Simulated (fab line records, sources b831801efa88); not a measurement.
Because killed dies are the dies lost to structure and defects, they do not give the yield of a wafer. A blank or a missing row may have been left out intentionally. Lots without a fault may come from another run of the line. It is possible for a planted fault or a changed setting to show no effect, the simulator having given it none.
Which of the tools did it? -- flow sky130 -- 12 lots, 36 wafers sampled, at 3 steps of a route of 708

## WHAT THE GAUGES READ, wafer by wafer
SKY_VIA3_OVL_MEAS_13. Usual: VIA3_OVL typically reads 1 nm, with standard deviation 5.4.
lot,measured,on,VIA3_OVL (nm),flag
L419,day 40 07:35,overlay-01,7 13 9,
L420,day 40 08:12,overlay-01,-1 -10 -4,
L421,day 41 05:42,overlay-02,4 -4 0,
L422,day 41 07:32,overlay-01,-3 6 4,
L423,day 41 11:12,overlay-01,4 7 4,
L424,day 41 15:42,overlay-01,-3 8 6,
L427,day 41 23:26,overlay-01,2 -7 -2,
L432,day 43 06:21,overlay-01,5 1 9,
L434,day 44 16:27,overlay-01,-5 -11 -3,
L436,day 44 17:12,overlay-02,4 6 7,
L438,day 45 01:32,overlay-01,-7 0 -3,
L442,day 45 23:30,overlay-01,6 2 1,

## TOOL THAT RAN EACH LOT (tool first, then ch and the chambers of the sampled wafers, then the start)
lot,SKY_METAL3_DESCUM_15,SKY_METAL3_STRIP_19
L419,"rie_metal-03 ch 0,1, day 39 05:32","plasma_asher-03 ch 0,1, day 39 05:51"
L420,"rie_metal-01 ch 0, day 39 05:53","plasma_asher-04 ch 0,1, day 39 06:20"
L421,"rie_metal-03 ch 0,1, day 40 04:11","plasma_asher-03 ch 0,1, day 40 04:31"
L422,"rie_metal-03 ch 0,1, day 40 05:32","plasma_asher-02 ch 0,1, day 40 05:52"
L423,"rie_metal-03 ch 0,1, day 40 09:50","plasma_asher-03 ch 0,1, day 40 10:10"
L424,"rie_metal-01 ch 0, day 40 14:24","plasma_asher-02 ch 0,1, day 40 14:51"
L427,"rie_metal-02 ch 0,1, day 40 21:53","plasma_asher-04 ch 0,1, day 40 22:13"
L432,"rie_metal-02 ch 0,1, day 42 05:41","plasma_asher-04 ch 0,1, day 42 06:01"
L434,"rie_metal-02 ch 0,1, day 43 16:34","plasma_asher-02 ch 0,1, day 43 16:53"
L436,"rie_metal-01 ch 0,1, day 43 16:49","plasma_asher-03 ch 0,1, day 43 17:10"
L438,"rie_metal-03 ch 0,1, day 44 01:50","plasma_asher-04 ch 0,1, day 44 02:09"
L442,"rie_metal-03 ch 1, day 45 00:47","plasma_asher-03 ch 0,1, day 45 01:14"
- SKY_METAL3_DESCUM_15: chemistry O2, time 8 s.
- SKY_METAL3_STRIP_19: strips in O2/N2.

## AS READ BY THE TOOLS THEMSELVES (means over the sampled wafers that have a number; for cases with no such wafer, the mark the record gives instead)
SKY_METAL3_DESCUM_15. Usual: drypump_motor_current_A 5.6 A, standard deviation 0.63; oes_product_au 0.999 a.u., standard deviation 0.0082.
lot,tool,drypump_motor_current_A (A),oes_product_au (a.u.),flag
L419,rie_metal-03,6.3,0.995,
L420,rie_metal-01,4.8,0.992,
L421,rie_metal-03,6.2,0.994,
L422,rie_metal-03,6.2,0.996,
L423,rie_metal-03,6.3,1.005,
L424,rie_metal-01,4.9,1.000,
L427,rie_metal-02,5.5,1.002,
L432,rie_metal-02,5.2,1.000,
L434,rie_metal-02,5.5,1.002,
L436,rie_metal-01,5.0,0.989,
L438,rie_metal-03,6.1,1.004,
L442,rie_metal-03,5.9,1.007,

SKY_METAL3_STRIP_19. Usual: drypump_motor_current_A 5.78 A, standard deviation 0.18; oes_product_au 0.503 a.u., standard deviation 0.0055; strip_time_to_endpoint_s 6.55 s, standard deviation 0.077.
lot,tool,drypump_motor_current_A (A),oes_product_au (a.u.),strip_time_to_endpoint_s (s),flag
L419,plasma_asher-03,5.70,0.508,6.54,
L420,plasma_asher-04,6.02,0.502,6.54,
L421,plasma_asher-03,5.70,0.506,6.58,
L422,plasma_asher-02,5.77,0.504,6.60,
L423,plasma_asher-03,5.67,0.499,6.54,
L424,plasma_asher-02,5.75,0.503,6.60,
L427,plasma_asher-04,5.94,0.504,6.63,
L432,plasma_asher-04,5.93,0.500,6.52,
L434,plasma_asher-02,5.68,0.505,6.55,
L436,plasma_asher-03,5.66,0.502,6.56,
L438,plasma_asher-04,5.93,0.501,6.52,
L442,plasma_asher-03,5.71,0.501,6.55,

## THE ANSWER, worked out from the rows above alone
Rule: take the mean of a lot's wafers that have a number; if it is more than 3 standard deviations from the usual mean, the lot is off. Also off: a lot with no number at a reading for which 4 or more lots have one. All remaining lots with rows at the step are treated as sound. The gauges are gone through in route order, then the tools' own readings, and for those a lot's mean is taken as printed above. At the first step where some lot is off, the reading lying furthest off is the one used; lots without a number count as furthest.
No lot is off on any of the readings shown, so nothing can be concluded from this.

## WHAT THE SIMULATOR PUT IN
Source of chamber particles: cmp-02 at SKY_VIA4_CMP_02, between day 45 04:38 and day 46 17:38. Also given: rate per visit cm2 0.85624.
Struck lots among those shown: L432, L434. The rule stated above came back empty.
